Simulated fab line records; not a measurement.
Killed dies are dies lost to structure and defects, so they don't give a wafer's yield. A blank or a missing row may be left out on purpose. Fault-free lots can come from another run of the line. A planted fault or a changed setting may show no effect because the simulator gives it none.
Chamber matching	flow sky130	SKY_FIELD_ISO_CMP_27 on cmp-01: 4 sister chambers
The step polishes, stops on Si3N4, t overpolish 16 s, target thk 457.8 nm. 8 wafers are shown with their chamber, then 7 later ones without.

## EACH WAFER AND ITS CHAMBER
wafer	chamber	motorCurrentA (A)	timeToEndpointS (s)
L353.2	0	13.8	117
L362.4	0	13.7	119
L364.3	3	11.1	118
L366.2	1	14.9	109
L366.3	2	12.6	104
L366.5	2	12.6	105
L368.1	3	10.8	108
L368.2	1	14.7	107

## WAFERS MISSING THEIR CHAMBER
wafer	motorCurrentA (A)	timeToEndpointS (s)
L368.4	13.3	109
L375.2	13.8	122
L375.3	12.7	113
L375.4	14.4	105
L376.1	15.6	110
L376.3	12.7	111
L376.4	13.4	119

## CHAMBER TAKEN BY EACH
wafer	from the rows above	in truth
L368.4	can't be placed: 0 or 2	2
L375.2	0	0
L375.3	2	2
L375.4	1	1
L376.1	1	1
L376.3	2	2
L376.4	0	0
Correct placement for 6 of the 7. Cannot be placed on the basis of these rows: 1; the candidates contain the true chamber in 1. 0 placed wrongly.
How it was worked out, from the rows above alone: a wafer's distance from a chamber is the root of the sum, over the readings, of the square of ((its reading less the chamber's mean) divided by the reading's scatter). If the next closest chamber is less than 2 further off than the closest, the wafer can't be placed; otherwise it belongs to the closest. Each chamber's mean is taken over the wafers shown for it. The scatter is the square root of a quotient: the sum, over the shown wafers, of each reading's squared deviation from its chamber's mean, divided by wafers minus chambers.
